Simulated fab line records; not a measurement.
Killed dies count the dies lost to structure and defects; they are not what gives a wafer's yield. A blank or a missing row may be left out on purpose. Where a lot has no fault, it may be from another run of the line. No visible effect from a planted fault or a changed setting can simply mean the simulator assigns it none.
fab line records	flow sky130
[record] lots = 13	wafers = 39	last-day = 50
route steps=708 shown FIELD_ISO@29 METAL4@630 VIA4@642 PAD_OPEN@708
lots with no fault: from the same line, run without faults
start-h: start of the lot's first displayed wafer, in hours after the record's first day	wait-h: hours elapsed since this lot's preceding step	" unchanged from the row above	L1.1+2: a single row standing in for several wafers	- no value, or no start given	* or withheld: withheld	< > ~ a bound
route shown NAME@n: a module of which the file shows steps, and the number in the route of the first	usual: mean/standard deviation taken from wafers without a fault	same: alike in all rows	chamber/n: place in a boat	sites: readings site by site	_std_site: the values' standard deviation	_edge_site: inner sites' mean taken away from outer sites' mean	radius-mm: how far each site lies from the wafer's centre	mask NAME#n: copy n	behind: tool/chamber where the wafer was last shaped	hold: why the lot was held/for how many hours/how that ended	device: which transistor (n, p or np) failed to switch	end of line: tests run on the same wafers once the route is complete	a step with no rows: only its recipe	killed: at the first sort, the dies lost to defects and structure; wafer yield is something else	map: per-die view of a wafer (x killed, . not killed, _ where there is no die)
set.NAME: the setting as run; set.NAME@STEP: as run at that earlier step	model.NAME: the simulator's own value behind a step, which no gauge read
the route's steps for a sample of lots (tables are steps, rows are wafers)
services: when a tool's chamber went out of use (start-h, in hours from the record's first day, below 0 if earlier), for how many hours, and the reason
[[steps]]
[step SKY_FIELD_ISO_WET_ETCH_28]
[recipe] chemistry = dHF	target-depth-nm = 23.7	target = SiO2	dilution = 10:1	temp-c = 25	time-s = 47
[usual] bath-heat-duty-pct = 6.5/0.81
lot.wafer	tool	chamber	start-h	wait-h	bath-heat-duty-pct
L286.1	wet-bench-03	0	39.53	0.1	6.6
L286.3	"	0	"	"	6.9
L286.6	"	0	"	"	5.8
L287.2	wet-bench-02	1	41.16	0.2	6.0
L287.5	"	1	"	"	5.9
L287.6	"	1	"	"	5.5
L290.3	wet-bench-02	2	56.28	0.2	5.9
L290.5	"	2	"	"	5.8
L290.6	"	2	"	"	5.6
L291.4	wet-bench-03	0	60.48	0.2	7.0
L291.5	"	0	"	"	5.9
L291.6	"	0	"	"	5.7
L292.1	wet-bench-02	3	64.69	0.1	6.5
L292.3	"	3	"	"	6.2
L292.4	"	3	"	"	7.5
L293.1	wet-bench-02	1	69.80	0.2	6.3
L293.2	"	1	"	"	5.8
L293.3	"	1	"	"	5.9
L294.2	wet-bench-03	0	76.47	0.1	7.1
L294.5	"	0	"	"	7.0
L294.6	"	0	"	"	6.6
L295.1	wet-bench-03	3	81.01	0.1	6.3
L295.2	"	3	"	"	5.6
L295.6	"	3	"	"	6.6
L296.2	wet-bench-03	3	86.61	0.2	5.5
L296.5	"	3	"	"	5.4
L296.6	"	3	"	"	5.6
L300.3	wet-bench-03	0	106.26	0.2	6.5
L300.4	"	0	"	"	7.0
L300.6	"	0	"	"	6.6
L305.3	wet-bench-01	3	134.84	0.1	7.3
L305.5	"	3	"	"	7.1
L305.6	"	3	"	"	7.5
L306.3	wet-bench-01	3	140.57	0.2	7.5
L306.4	"	3	"	"	8.0
L306.6	"	3	"	"	7.2
L308.1	wet-bench-02	0	148.77	0.2	5.5
L308.4	"	0	"	"	6.1
L308.6	"	0	"	"	5.3
[step SKY_METAL4_OVL_MEAS_14]
[usual] METAL4_OVL = -3/5.1
lot.wafer	tool	chamber	start-h	wait-h	METAL4_OVL[nm]
L286.1	overlay-02	-	991.45	0.1	7
L286.3	"	-	"	"	2
L286.6	"	-	"	"	7
L287.2	overlay-01	-	991.80	0.1	-3
L287.5	"	-	"	"	-7
L287.6	"	-	"	"	-10
L290.3	overlay-02	-	1003.81	0.1	3
L290.5	"	-	"	"	2
L290.6	"	-	"	"	-6
L291.4	overlay-01	-	1011.18	0.1	3
L291.5	"	-	"	"	2
L291.6	"	-	"	"	-5
L292.1	overlay-01	-	1018.05	0.1	-3
L292.3	"	-	"	"	1
L292.4	"	-	"	"	6
L293.1	overlay-01	-	1025.50	0.1	-6
L293.2	"	-	"	"	-5
L293.3	"	-	"	"	-8
L294.2	overlay-02	-	1032.22	0.1	-6
L294.5	"	-	"	"	-6
L294.6	"	-	"	"	-7
L295.1	overlay-02	-	1038.60	0.1	-1
L295.2	"	-	"	"	6
L295.6	"	-	"	"	4
L296.2	overlay-01	-	1045.42	0.1	-3
L296.5	"	-	"	"	1
L296.6	"	-	"	"	-3
L300.3	overlay-01	-	1068.51	0.1	-3
L300.4	"	-	"	"	-5
L300.6	"	-	"	"	-2
L305.3	overlay-02	-	1104.02	0.1	-7
L305.5	"	-	"	"	-9
L305.6	"	-	"	"	-13
L306.3	overlay-01	-	1110.37	0.1	-3
L306.4	"	-	"	"	-8
L306.6	"	-	"	"	-9
L308.1	overlay-02	-	1124.30	0.1	3
L308.4	"	-	"	"	-2
L308.6	"	-	"	"	-4
[step SKY_METAL4_METAL_ETCH_18]
[recipe] target-depth-a = 8450	stop-on = SiO2	over-etch-frac = 0.3	time-s = 183.1	chemistry = Cl2/BCl3	resist-sidewall-deg = 88	pressure-mtorr = 10	icp-w = 900	bias-w = 48.5	Cl2_flow_sccm = 60	bcl3-flow-sccm = 30
[usual] chamber-pressure-mTorr = 10.001/0.0089	drypump-motor-current-A = 5.9/0.42	oes-product-au = 0.865/0.0065	throttle-valve-pct = 22.264/0.0096
lot.wafer	tool	chamber	start-h	wait-h	chamber-pressure-mTorr	drypump-motor-current-A	oes-product-au	rf-hours-counter-h	throttle-valve-pct
L286.1	rie-metal-04	0	991.63	0.0	10.005	6.6	0.868	1	22.256
L286.3	"	0	"	"	9.999	6.6	0.862	-	22.260
L286.6	"	1	"	"	10.013	6.2	0.850	-	22.262
L287.2	rie-metal-03	1	991.98	0.0	10.000	5.3	0.868	14	22.248
L287.5	"	0	"	"	9.995	5.5	0.864	-	22.271
L287.6	"	1	"	"	10.007	5.3	0.864	-	22.275
L290.3	rie-metal-04	1	1004.04	0.1	9.989	6.1	0.876	-	22.256
L290.5	"	1	"	"	10.002	6.1	0.881	-	22.255
L290.6	"	0	"	"	9.982	6.6	0.866	-	22.255
L291.4	rie-metal-04	1	1011.41	0.1	9.996	6.2	0.860	-	22.272
L291.5	"	1	"	"	9.998	6.2	0.866	-	22.260
L291.6	"	0	"	"	10.000	6.6	0.853	-	22.271
L292.1	rie-metal-01	0	1018.23	0.0	9.994	5.5	0.864	21	22.255
L292.3	"	0	"	"	10.012	5.5	0.868	-	22.253
L292.4	"	1	"	"	9.993	5.8	0.864	-	22.262
L293.1	rie-metal-01	0	1025.68	0.0	10.002	5.5	0.868	22	22.264
L293.2	"	1	"	"	10.023	5.8	0.860	21	22.261
L293.3	"	1	"	"	10.016	5.8	0.860	-	22.261
L294.2	rie-metal-04	0	1032.40	0.0	9.992	6.6	0.862	4	22.263
L294.5	"	1	"	"	10.004	6.1	0.858	-	22.239
L294.6	"	0	"	"	9.992	6.6	0.869	-	22.253
L295.1	rie-metal-01	1	1038.78	0.0	9.989	5.8	0.868	22	22.278
L295.2	"	0	"	"	10.012	5.5	0.866	23	22.274
L295.6	"	1	"	"	10.008	5.8	0.868	-	22.264
L296.2	rie-metal-01	1	1045.60	0.0	10.008	5.8	0.867	23	22.257
L296.5	"	0	"	"	10.002	5.5	0.866	-	22.250
L296.6	"	1	"	"	10.001	5.8	0.868	-	22.257
L300.3	rie-metal-01	1	1068.80	0.1	10.009	5.8	0.860	-	22.277
L300.4	"	1	"	"	10.012	5.8	0.859	-	22.276
L300.6	"	1	"	"	10.012	5.8	0.860	-	22.265
L305.3	rie-metal-03	1	1104.26	0.1	9.995	5.3	0.863	-	22.283
L305.5	"	1	"	"	10.006	5.3	0.866	-	22.262
L305.6	"	0	"	"	10.011	5.5	0.871	-	22.272
L306.3	rie-metal-04	1	1110.61	0.1	9.994	6.1	0.873	-	22.259
L306.4	"	0	"	"	9.996	6.6	0.865	-	22.277
L306.6	"	0	"	"	10.006	6.6	0.871	-	22.255
L308.1	rie-metal-04	1	1124.48	0.0	10.004	6.2	0.854	23	22.255
L308.4	"	1	"	"	9.996	6.2	0.860	-	22.281
L308.6	"	1	"	"	10.001	6.2	0.861	-	22.248
[step SKY_VIA4_BOW_MEAS_03]
[recipe] mode = bow
[usual] VIA4_BOW = 80/8.2
lot.wafer	tool	chamber	start-h	wait-h	VIA4_BOW[um]
L286.1	film-metro-04	-	992.99	0.1	81
L286.3	"	-	"	"	71
L286.6	"	-	"	"	66
L287.2	film-metro-03	-	993.59	0.2	73
L287.5	"	-	"	"	76
L287.6	"	-	"	"	84
L290.3	film-metro-02	-	1005.33	0.1	70
L290.5	"	-	"	"	66
L290.6	"	-	"	"	80
L291.4	film-metro-03	-	1012.75	0.3	74
L291.5	"	-	"	"	87
L291.6	"	-	"	"	76
L292.1	film-metro-02	-	1019.62	0.1	70
L292.3	"	-	"	"	64
L292.4	"	-	"	"	61
L293.1	film-metro-03	-	1027.00	0.2	70
L293.2	"	-	"	"	72
L293.3	"	-	"	"	80
L294.2	film-metro-04	-	1033.72	0.1	68
L294.5	"	-	"	"	70
L294.6	"	-	"	"	72
L295.1	film-metro-04	-	1040.10	0.1	90
L295.2	"	-	"	"	86
L295.6	"	-	"	"	90
L296.2	film-metro-02	-	1047.19	0.2	71
L296.5	"	-	"	"	76
L296.6	"	-	"	"	79
L300.3	film-metro-04	-	1070.25	0.1	75
L300.4	"	-	"	"	79
L300.6	"	-	"	"	81
L305.3	film-metro-02	-	1105.55	0.2	79
L305.5	"	-	"	"	72
L305.6	"	-	"	"	75
L306.3	film-metro-04	-	1111.93	0.1	73
L306.4	"	-	"	"	75
L306.6	"	-	"	"	72
L308.1	film-metro-03	-	1126.03	0.2	62
L308.4	"	-	"	"	77
L308.6	"	-	"	"	83
[step SKY_PAD_OPEN_PROBE_99]
[usual] killed_at_M0_to_M3 = 45/6.8	killed_at_M4_up = 3.1/2	killed-at-contacts = 23/5.2	killed-at-front-end = 14/3.7	killed-at-other = 0.3/0.61	killed-dies = 86/9	killed-open = 46/6.9	killed-short = 39/6.4
[same] gross-dies = 492	killed-at-back-side = 0
lot.wafer	tool	chamber	start-h	wait-h	killed_at_M0_to_M3	killed_at_M4_up	killed-at-contacts	killed-at-front-end	killed-at-other	killed-dies	killed-open	killed-short
L296.2	prober-01	-	1134.05	0.1	49	7	24	80	0	160	52	44
L296.5	prober-01	-	1134.20	0.2	42	2	19	74	0	137	35	42
L296.6	prober-01	-	1134.25	0.2	49	1	18	71	1	140	37	45
L300.3	prober-01	-	1153.86	0.2	43	5	32	44	0	124	59	38
L300.4	prober-01	-	1153.91	0.2	42	5	14	40	1	102	37	34
L300.6	prober-01	-	1154.01	0.2	48	2	26	43	0	119	42	47
// killed by level:class
L296.2 FIELD_ISO:unspecified=64 VIA1:geometric-particle:open=15 LI_CONTACT:geometric-particle:open=7 VIA2:geometric-particle:open=7 POLY_GATE:geometric-particle:short=6 CONTACT:geometric-particle:short=6 CONTACT:geometric-particle:open=6 METAL4:geometric-particle:short=5
L296.5 FIELD_ISO:unspecified=60 METAL2:geometric-particle:short=9 VIA1:geometric-particle:open=9 METAL1:geometric-particle:short=8 FIELD_ISO:geometric-particle:open=5 CONTACT:geometric-particle:open=5 LI_CONTACT:geometric-particle:open=4 LOCAL_INTERCONNECT:geometric-particle:short=4
L296.6 FIELD_ISO:unspecified=58 METAL2:geometric-particle:short=14 VIA1:geometric-particle:open=9 LI_CONTACT:geometric-particle:open=7 METAL1:geometric-particle:short=7 CONTACT:geometric-particle:open=5 VIA2:geometric-particle:short=4 POLY_GATE:geometric-particle:short=3
L300.3 FIELD_ISO:unspecified=27 VIA1:geometric-particle:open=13 LI_CONTACT:geometric-particle:open=11 CONTACT:geometric-particle:open=9 METAL1:geometric-particle:short=6 VIA2:geometric-particle:open=6 POLY_GATE:geometric-particle:open=5 LOCAL_INTERCONNECT:geometric-particle:short=5
L300.4 FIELD_ISO:unspecified=30 VIA1:geometric-particle:open=15 CONTACT:geometric-particle:open=7 VIA2:geometric-particle:open=7 METAL1:geometric-particle:short=5 VIA1:geometric-particle:short=5 VIA3:geometric-particle:short=4 METAL4:geometric-particle:short=4
L300.6 FIELD_ISO:unspecified=30 CONTACT:geometric-particle:open=11 VIA1:geometric-particle:open=10 VIA2:geometric-particle:open=7 LOCAL_INTERCONNECT:geometric-particle:short=7 VIA2:geometric-particle:short=7 VIA3:geometric-particle:open=5 METAL1:geometric-particle:short=5
[[services]]
tool	chamber	start-h	hours	kind
rie-metal-01	1	28.94	1.9	repair
rie-metal-01	0	54.63	6.8	repair
rie-metal-04	-	110.90	0.5	repair
rie-metal-01	-	192.08	1.2	repair
rie-metal-01	-	209.32	0.5	repair
wet-bench-03	-	215.73	4.1	repair
rie-metal-04	1	267.46	5.7	repair
rie-metal-01	0	346.33	13.0	repair
rie-metal-01	1	366.03	1.5	repair
rie-metal-01	1	382.18	10.0	repair
wet-bench-02	-	462.35	4.3	repair
wet-bench-02	-	478.87	1.8	repair
rie-metal-04	0	484.86	1.4	repair
rie-metal-01	1	508.18	16.8	repair
rie-metal-04	0	513.93	24.6	repair
rie-metal-04	-	577.41	14.6	pm
rie-metal-04	-	600.11	0.5	repair
wet-bench-03	-	634.42	4.4	pm
rie-metal-04	-	665.46	1.4	pm
rie-metal-04	-	727.61	1.1	repair
wet-bench-03	-	782.41	1.9	pm
rie-metal-04	-	797.90	0.3	repair
rie-metal-04	0	934.91	2.4	repair
rie-metal-04	-	1022.60	2.8	pm
[[key]]
[first-sign] step = SKY_PAD_OPEN_PROBE_99	reading = killed-at-front-end	direction = up	sigmas = 12	usual = 14	struck = 59
[effect] step = SKY_PAD_OPEN_PROBE_99	reading = killed-dies	direction = up	sigmas = 4.9	usual = 86	struck = 130
met-at SKY_FIELD_ISO_WET_ETCH_28
struck-lots L296,L300
tester-left-out L296,L300
not-acting-at SKY_METAL4_OVL_MEAS_14,SKY_METAL4_METAL_ETCH_18,SKY_VIA4_BOW_MEAS_03
onset-between 81.01 86.61
[fault] kind = chamber-particle-source	tool = wet-bench-03	chamber = -	onset-h = 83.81	steps = SKY_FIELD_ISO_WET_ETCH_28	rate-per-visit-cm2 = 1.1476	end-h = 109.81
// tester-left-out: of these lots the tester's yield and bins aren't shown, on N5 and GAA mostly nor the transistor test; their killed dies are dies lost to structure and defects alone, not to doping, threshold or leakage, so they don't give the yield
